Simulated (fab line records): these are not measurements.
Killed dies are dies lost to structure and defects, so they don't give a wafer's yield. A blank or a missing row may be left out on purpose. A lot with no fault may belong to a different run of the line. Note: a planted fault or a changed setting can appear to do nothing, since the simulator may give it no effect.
Matching of chambers    flow sfq line    4 sister chambers for SFQ_TRILAYER_I1_CMP_CMP_046 on cmp-02
The step polishes SiO2. 4 wafers are shown with their chamber, then 9 later ones without.

== WAFERS PAIRED WITH THEIR CHAMBERS ==
wafer   chamber  motor current A (A)
L347.5  3        10.3
L348.2  0        9.6
L348.3  2        11.1
L349.1  1        9.8

== WAFERS MISSING THEIR CHAMBER ==
wafer   motor current A (A)
L349.3  11.6
L349.6  10.4
L350.1  11.6
L350.5  11.8
L350.6  10.8
L351.1  11.3
L351.2  10.6
L351.3  11.3
L357.5  11.5

== WHICH CHAMBER EACH WENT THROUGH ==
wafer    from the rows above                 in truth
L349.3   2                                   2
L349.6   can't be placed: 3 or 1 or 2 or 0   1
L350.1   2                                   2
L350.5   2                                   2
L350.6   can't be placed: 2 or 3 or 1        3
L351.1   2                                   2
L351.2   can't be placed: 3 or 2 or 1 or 0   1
L351.3   2                                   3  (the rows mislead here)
L357.5   2                                   2
Placed correctly: 5 of 9. Unplaceable from these rows: 3, with the true chamber sitting among the candidates in 3. Wrongly placed: 1.
How it was worked out, from the rows above alone: a wafer's distance from a chamber is the root of the sum, over the readings, of the square of ((its reading less the chamber's mean) divided by the reading's scatter). If the next closest chamber is less than 2 further off than the closest, the wafer can't be placed; otherwise it belongs to the closest. A chamber's mean is the mean of its shown wafers. The scatter: root of mean squared gap, hidden wafer to nearest shown wafer, with one shown wafer a chamber.
